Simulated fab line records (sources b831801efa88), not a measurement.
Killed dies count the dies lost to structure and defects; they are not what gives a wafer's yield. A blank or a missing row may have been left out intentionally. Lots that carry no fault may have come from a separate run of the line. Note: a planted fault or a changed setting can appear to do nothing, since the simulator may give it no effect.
Which of the tools did it? -- flow gf180mcu -- at 1 step of a route of 602, 6 lots with 17 wafers sampled

== WHAT THE GAUGES SHOWED, per wafer ==
GF_STI_THK_MEAS_30.
lot,measured,on,STI_OXIDATION_02_THK (nm)
L935,day 2 11:41,filmMetro-02,10.41 10.51 10.66
L939,day 3 08:00,filmMetro-04,9.59 9.76 9.81
L947,day 5 02:38,filmMetro-01,9.96 9.87
L949,day 5 14:49,filmMetro-01,10.07 10.33 10.20
L951,day 5 21:34,filmMetro-04,10.10 9.89 10.08
L956,day 7 00:50,filmMetro-02,10.36 10.16 10.22

== EACH LOT AND THE TOOL THAT RAN IT (in order: tool; ch and the chambers of the sampled wafers; start) ==
Before these readings, the record contains no process step.

== THE ANSWER, worked out from the rows above alone ==
Rule: usual is defined by the lots themselves. Put in order of their means at a reading, lots are off if they are a third of the lots or fewer, leave a main group of 4 or more, and stand apart from it by a gap of 3 or more times the standard deviation of the main group's means; of several such gaps the widest counts. Not used: any main group whose means are identical at the precision the tables above print for the reading. A lot without any number at a reading at which 4 lots or more have one is off too. All remaining lots with rows at the step are treated as sound.
No lot is off on any of the readings shown, so nothing can be concluded from this.

== WHAT HAD BEEN PUT IN BY THE SIMULATOR ==
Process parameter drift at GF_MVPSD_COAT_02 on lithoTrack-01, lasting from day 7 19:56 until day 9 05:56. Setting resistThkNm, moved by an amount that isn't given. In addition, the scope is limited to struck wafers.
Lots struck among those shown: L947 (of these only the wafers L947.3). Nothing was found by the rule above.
